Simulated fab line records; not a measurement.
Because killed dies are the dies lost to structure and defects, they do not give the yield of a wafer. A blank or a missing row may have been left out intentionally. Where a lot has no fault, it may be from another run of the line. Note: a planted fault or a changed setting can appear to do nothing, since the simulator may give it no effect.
One fault seen from 2 desks | flow gf180mcu | each desk holds nothing but its own numbers, with what lay behind them at the end

== AT THE METROLOGY DESK ==
What the gauges read for every lot (on any tool): the sampled wafers with a number, averaged. Marked OUT: a lot whose mean sits more than 4 standard deviations from the usual mean, which makes it out of limits; the brackets give that distance.
Columns: A = LVPWELL_RS at GF_VT_IMPLANT_RS_MEAS_48, usual 1196 ohm/sq; B = HV_LDD_3_TW at GF_HV_LDD_TW_MEAS_38, usual 1435; C = HV_LDD_03_OVL at GF_HV_LDD_OVL_MEAS_47, usual -0.2 nm; D = HV_LDD_RS at GF_HV_LDD_RS_MEAS_53, usual 418.2 ohm/sq
lot  | first seen here | A    | B              | C    | D
L961 | day 7 17:05     | 1196 | 1434           | -0.6 | 416.5
L962 | day 7 20:51     | 1197 | 1439           | 1.2  | 418.5
L964 | day 8 18:04     | 1201 | 1437           | -0.6 | 419.7
L965 | day 8 20:48     | 1191 | 1437           | -1.9 | 419.4
L966 | day 9 01:10     | 1195 | 1440           | -2.3 | 417.8
L967 | day 9 13:29     | 1199 | 1433           | 0.8  | 417.6
L968 | day 9 16:29     | 1204 | 1333 (-16) OUT | 0.0  | 437.5 (+19) OUT
L971 | day 10 11:07    | 1195 | 1320 (-18) OUT | 0.6  | 438.7 (+20) OUT
L978 | day 12 12:14    | 1196 | 1441           | -1.2 | 418.4
L979 | day 12 18:22    | 1197 | 1428           | -1.1 | 418.7
L981 | day 13 10:15    | 1193 | 1429           | -1.5 | 418.4
L984 | day 14 05:01    | 1196 | 1439           | 1.7  | 417.3
This desk finds L968, L971 out of limits, with the earliest case on L968 at day 14 05:38 (HV_LDD_3_TW at GF_HV_LDD_TW_MEAS_38). L961, L962, L964, L965, L966, L967, L978, L979, L981, L984: within limits.

== TOOL OWNER'S DESK, implanter-03 ==
For each lot that ran on this tool, the mean over its sampled wafers that have a number, from the tool's own readings at GF_HV_LDD_IMPLANT_35. Marked OUT: a lot whose mean sits more than 4 standard deviations from the usual mean, which makes it out of limits; the brackets give that distance.
Columns: A = doseIonsCm2 at GF_HV_LDD_IMPLANT_35, usual 7.499e+12; B = faradayCurrentUA at GF_HV_LDD_IMPLANT_35, usual 42.2
lot  | first seen here | A                           | B
L962 | day 12 01:10    | 7.498e+12                   | 42.0
L965 | day 13 02:37    | 7.499e+12                   | 42.3
L966 | day 13 08:55    | 7.493e+12                   | 42.2
L968 | day 14 05:14    | 1.023e+12 (-99 or more) OUT | 5.8 (-46) OUT
L971 | day 14 23:58    | 1.028e+12 (-99 or more) OUT | 5.7 (-46) OUT
This desk's finding: out of limits on L968, L971; first on L968, day 14 05:14 (doseIonsCm2 at GF_HV_LDD_IMPLANT_35). L962, L965, L966: within limits.

== PUT TOGETHER ==
At day 14 05:14, on L968, L971, the tool owner's desk was in a position to raise an alarm.
An alarm was possible from the metrology desk at day 14 05:38, on L968, L971.
GF_HV_LDD_IMPLANT_35 was run on implanter-03 by each of the lots named.

== WHAT THE SIMULATOR HAD PUT IN ==
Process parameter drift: implanter-03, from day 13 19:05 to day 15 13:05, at GF_HV_LDD_IMPLANT_35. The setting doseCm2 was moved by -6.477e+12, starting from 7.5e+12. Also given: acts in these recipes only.
Shown lots that were struck: L968, L971.
Delay (hours) between the fault's onset and each desk's first out-of-limits reading: 10 at the tool owner's desk, 11 at the metrology desk.
